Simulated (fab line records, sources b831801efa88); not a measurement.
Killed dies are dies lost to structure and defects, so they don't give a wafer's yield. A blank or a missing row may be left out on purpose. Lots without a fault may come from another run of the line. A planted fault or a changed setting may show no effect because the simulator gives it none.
Split-lot experiment | flow sky130 | 5 lots, 23 wafers read, on a route of 708 steps

THE SPLIT
At SKY_CONTACT_COAT_09 (resist thk 450 nm), the setting resist_thk_nm was moved away from the recipe's 450 nm on 8 of the 23 wafers read, by -3.0% to +4.8%. The other wafers ran this setting at the recipe's value.

The reading is taken at the split's own step.

THE READING
KrF-thick_of_CONTACT_COAT_09.thk_nm (the simulator's own value, which no gauge read), in nm, at SKY_CONTACT_COAT_09 (resist thk 450 nm). The file gives no usual value for it. The 15 wafers here that ran the recipe average 449.0 nm, standard deviation 0.89 nm.

wafer  | tool, chamber at the split | resist_thk_nm as run, nm | against the recipe | KrF-thick_of_CONTACT_COAT_09.thk_nm, nm | against lot-mates on the recipe
L074.1 | litho_track-01, 0          | 450                      | recipe             | 449.5                                   | -
L074.2 | litho_track-01, 0          | 450                      | recipe             | 451.2                                   | -
L074.5 | litho_track-01, 0          | 450                      | recipe             | 449.4                                   | -
L077.2 | litho_track-03, 0          | 460.7                    | +2.4%              | 459.6                                   | +11.6
L077.3 | litho_track-03, 0          | 460.7                    | +2.4%              | 459.5                                   | +11.5
L077.4 | litho_track-03, 0          | 460.7                    | +2.4%              | 459                                     | +11.0
L077.5 | litho_track-03, 0          | 450                      | recipe             | 448.4                                   | -
L077.6 | litho_track-03, 0          | 450                      | recipe             | 447.6                                   | -
L078.1 | litho_track-01, 0          | 471.7                    | +4.8%              | 469.6                                   | +21.0
L078.3 | litho_track-01, 0          | 450                      | recipe             | 449                                     | -
L078.4 | litho_track-01, 0          | 471.7                    | +4.8%              | 470.6                                   | +22.0
L078.5 | litho_track-01, 0          | 471.7                    | +4.8%              | 469.5                                   | +20.9
L078.6 | litho_track-01, 0          | 450                      | recipe             | 448.2                                   | -
L080.1 | litho_track-03, 0          | 450                      | recipe             | 449.3                                   | -
L080.2 | litho_track-03, 0          | 450                      | recipe             | 448                                     | -
L080.3 | litho_track-03, 0          | 450                      | recipe             | 448.2                                   | -
L080.5 | litho_track-03, 0          | 450                      | recipe             | 449.7                                   | -
L080.6 | litho_track-03, 0          | 450                      | recipe             | 449.8                                   | -
L084.1 | litho_track-03, 0          | 436.5                    | -3.0%              | 436                                     | -12.8
L084.2 | litho_track-03, 0          | 450                      | recipe             | 448.1                                   | -
L084.3 | litho_track-03, 0          | 450                      | recipe             | 449.1                                   | -
L084.4 | litho_track-03, 0          | 436.5                    | -3.0%              | 435.9                                   | -12.9
L084.6 | litho_track-03, 0          | 450                      | recipe             | 449.2                                   | -

THE FIT
A straight line over all 23 wafers: KrF-thick_of_CONTACT_COAT_09.thk_nm changes by +4.34 nm for each +1% of resist_thk_nm; r = +1.00; the points scatter about the line by 0.78 nm.
The same after taking each lot's own level away (the mean of its wafers on the recipe; 23 wafers): +4.43 nm for each +1%; r = +1.00; scatter 0.66 nm.
On that fit, the largest move of resist_thk_nm shifts the reading by 21 nm.
The lots' own levels span 448.00 to 450.03 nm, that is 2.3 times the standard deviation above.
So the lot-to-lot level changes the slope little: the two slopes agree.
Check: with one of the wafers moved furthest among these (+4.8%) left out of the fit, the line predicts +21.7 nm for it against its lot-mates. It came out at +21 nm against them.

OTHER SPLITS ON THESE WAFERS
These wafers also went through other splits before the reading. Each is held against what the fit with the lots' levels taken away leaves over:
other split on the same wafers      | wafers away from the commonest value | r with KrF-thick_of_CONTACT_COAT_09.thk_nm (lot level and that fit taken away)
SKY_LDD_HVP_SOFTBAKE_03 temp_c      | 6                                    | +0.31
SKY_LDD_LDN_IMPLANT_08 energy_kev   | 7                                    | +0.02
SKY_LDD_LDN_IMPLANT_09 energy_kev   | 8                                    | +0.21
SKY_SD_P_DEVELOP_06 dev_temp_c      | 10                                   | +0.11
SKY_RES_XHIGH_COAT_02 resist_thk_nm | 8                                    | -0.17
SKY_SD_N_COAT_02 resist_thk_nm      | 8                                    | +0.04
SKY_SD_N_IMPLANT_09 energy_kev      | 7                                    | +0.07
SKY_LI_CONTACT_SPUTTER_20 power_w   | 6                                    | +0.09
SKY_CONTACT_HDPCVD_02 time_s        | 10                                   | -0.06

THE FILE'S OWN FIT
KrF-thick_of_CONTACT_COAT_09.thk_nm changes by +4.44 nm for each +1% of resist_thk_nm, r = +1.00.
